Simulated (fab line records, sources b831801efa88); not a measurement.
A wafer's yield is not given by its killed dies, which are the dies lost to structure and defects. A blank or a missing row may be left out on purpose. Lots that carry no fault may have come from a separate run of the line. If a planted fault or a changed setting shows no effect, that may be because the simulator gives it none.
Problem report, 8D (eight disciplines) form, completed by code    flow gf180mcu    the parts of the form that need people (team, actions taken, sign-off) are left out

1. THE PROBLEM
Mean of run_length_s at GF_HV_LDD_ETCHBACK_58: 152.3 s across 6 wafers in 2 lots; on wafers with no fault it is 128.3 s (standard deviation 0.44). Measured from the usual mean, that is +55 standard deviations.
The step: etches Si3N4 in CH3F/O2, stops on SiO2, time 100 s, target depth 90 nm.
The first sign was on wafer L488.1 at day 16 21:25, on rie_diel-03. The record holds 12 wafers of 4 lots with a number at this step. The rule behind "out" and "out of limits": a value lying over 4 standard deviations away from the usual mean. Any other wafer with a number is counted as sound.

2. WHAT IT IS; WHAT IT IS NOT
question                     is                            is not
which readings at this step  run_length_s, oes_product_au  drypump_motor_current_A
which lots                   L488, L489                    L483, L498
which wafers of those lots   all that have a number        -
read on which tools          rie_diel-03                   rie_diel-02
when                         from day 16 21:25             up to then (3 sound wafers); but 3 sound wafers of L498 came after

3. THE SUSPECTS, EACH WITH WHAT RULES IT OUT
Counting: a tool at a process step up to the reading stays a suspect if it ran every lot that is out and no sound lot after the first of them.
- rie_diel-03 at GF_HV_LDD_ETCHBACK_58 (etches Si3N4 in CH3F/O2, stops on SiO2, time 100 s, target depth 90 nm): kept. It processed each lot that is out, first L488 at day 16 21:25, and no sound lot thereafter; up to then, the last sound lot it processed was L483 at day 15 04:42. On those wafers its own readings are out: oes_product_au, run_length_s.
The count leaves rie_diel-03 at GF_HV_LDD_ETCHBACK_58.

4. THE CAUSE (what the simulator had put in)
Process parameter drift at GF_HV_LDD_ETCHBACK_58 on rie_diel-03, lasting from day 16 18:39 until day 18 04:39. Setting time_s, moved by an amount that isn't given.
Counting left only this tool.

5. THE EFFECT CHAIN, in route order
One row per reading whose mean, taken over the struck wafers that have a number, lies over 3 standard deviations from the usual. Only readings whose record carries a usual standard deviation are examined. hours: median over the lots of the time between each lot's start at the first step of this table that gives one and its start at this step. sigmas: the change, counted in usual standard deviations.
hours  step                   reading         usual       on struck wafers  change  sigmas
0      GF_HV_LDD_ETCHBACK_58  oes_product_au  0.839 a.u.  0.748             -0.091  -13
0      GF_HV_LDD_ETCHBACK_58  run_length_s    128.3 s     152.3             +24.0   +55
Its process steps:
- GF_HV_LDD_ETCHBACK_58: etches Si3N4 in CH3F/O2, stops on SiO2, time 100 s, target depth 90 nm.

6. HOW IT WOULD HAVE BEEN CAUGHT EARLIER
The fault began at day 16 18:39; the first out-of-limits reading in this record came at day 16 21:25, 3 hours later.
